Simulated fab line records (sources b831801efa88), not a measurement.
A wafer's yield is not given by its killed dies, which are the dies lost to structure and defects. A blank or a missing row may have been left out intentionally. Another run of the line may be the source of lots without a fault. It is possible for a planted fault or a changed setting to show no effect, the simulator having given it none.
Struck lot and sound lot, side by side | flow sky130 | 15 steps out of a route of 708
Sound: wafers L576.1, L576.4, L576.5. The struck wafers were L592.3, L592.6. The cause comes at the end.
At each step with rows: each side's tool, then ch and its chambers, then its first start. Under that, the readings that differ: sound wafers | struck wafers | difference of the means | sigmas: that difference in standard deviations of wafers without a fault.
alike: readings whose means differ by less than 2 such deviations, and words and numbers that are the same on both sides. not compared: withheld readings, readings that some wafer has no value for, bounds like >300 that may hide the same value, and numbers for which the record gives no deviation and whose values overlap.
A row with sigmas, a row that says differs or no value, or rows on one side alone: a step with any of these is where the two part. Numbers that don't overlap but have no deviation are shown without sigmas and don't part them. Lack of a reading on every wafer of one side parts them only where that side has two or more wafers.

SKY_VIA1_CMP_02: polishes SiO2.
  sound on cmp-02 ch 0,1, day 33 00:44; struck on cmp-02 ch 0,3, day 38 12:35
  alike: head pressure psi, motor current A, retaining ring pressure frac
SKY_VIA1_BOW_MEAS_03:
  sound on film metro-04, day 33 01:02; struck on film metro-03, day 38 12:50
  alike: VIA1_BOW
then, 8 steps without rows for these wafers: SKY_VIA1_DEHYDRATE_04 (time 60 s); SKY_VIA1_HMDS_05 (prime time 60 s); SKY_VIA1_COAT_06 (resist thk 60 nm); SKY_VIA1_COAT_07 (resist thk 450 nm); SKY_VIA1_SOFTBAKE_08 (time 90 s); SKY_VIA1_EXPOSE_09 (exposes mask VIM, target cd 150 nm); SKY_VIA1_PEB_10; SKY_VIA1_DEVELOP_11 (develop time 60 s).
SKY_VIA1_CD_MEAS_12: the cd target is 150 nm.
  sound on cd sem-02, day 34 03:02; struck on cd sem-01, day 39 13:42
  alike: cd nm
SKY_VIA1_OVL_MEAS_13:
  sound on overlay-02, day 34 03:09; struck on overlay-02, day 39 13:47
  alike: VIA1_OVL
SKY_VIA1_ETCH_14: etches BARC in N2/H2, stops on SiO2, time 45.9 s, target depth 60 nm.
  sound on rie diel-04 ch 1,2, day 34 03:11; struck on rie diel-04 ch 1,2, day 39 13:49
  reading                                     | sound             | struck    | difference | sigmas
  model.KrF-thick_of_VIA1_COAT_07.thk nm (nm) | 391.5 393.3 392.4 | 391 389.5 | -2         |
  alike: chamber pressure mTorr, drypump motor current A, oes product au, throttle valve pct
  not compared: rf hours counter h
SKY_VIA1_ETCH_15: etches SiO2 in C4F8/O2/Ar, stops on TiN, target depth 351 nm, time 54 s.
  sound on rie diel-04 ch 1,2, day 34 03:13; struck on rie diel-04 ch 1,2, day 39 13:52
  alike: chamber pressure mTorr, oes product au
  not compared: rf hours counter h
-- the record jumps here: 10 days lie between the struck wafers' starts before and after (it left off in module VIA1 and takes up again in module PAD_OPEN, whose first step shown is number 708 of the route) --
SKY_PAD_OPEN_PROBE_99:
  the record has rows for the struck wafers here (prober-02, day 49 22:56) and none for the sound ones

== WHERE THEY PART ==
Only at SKY_PAD_OPEN_PROBE_99, within this record.

WHY: what had been put in by the simulator
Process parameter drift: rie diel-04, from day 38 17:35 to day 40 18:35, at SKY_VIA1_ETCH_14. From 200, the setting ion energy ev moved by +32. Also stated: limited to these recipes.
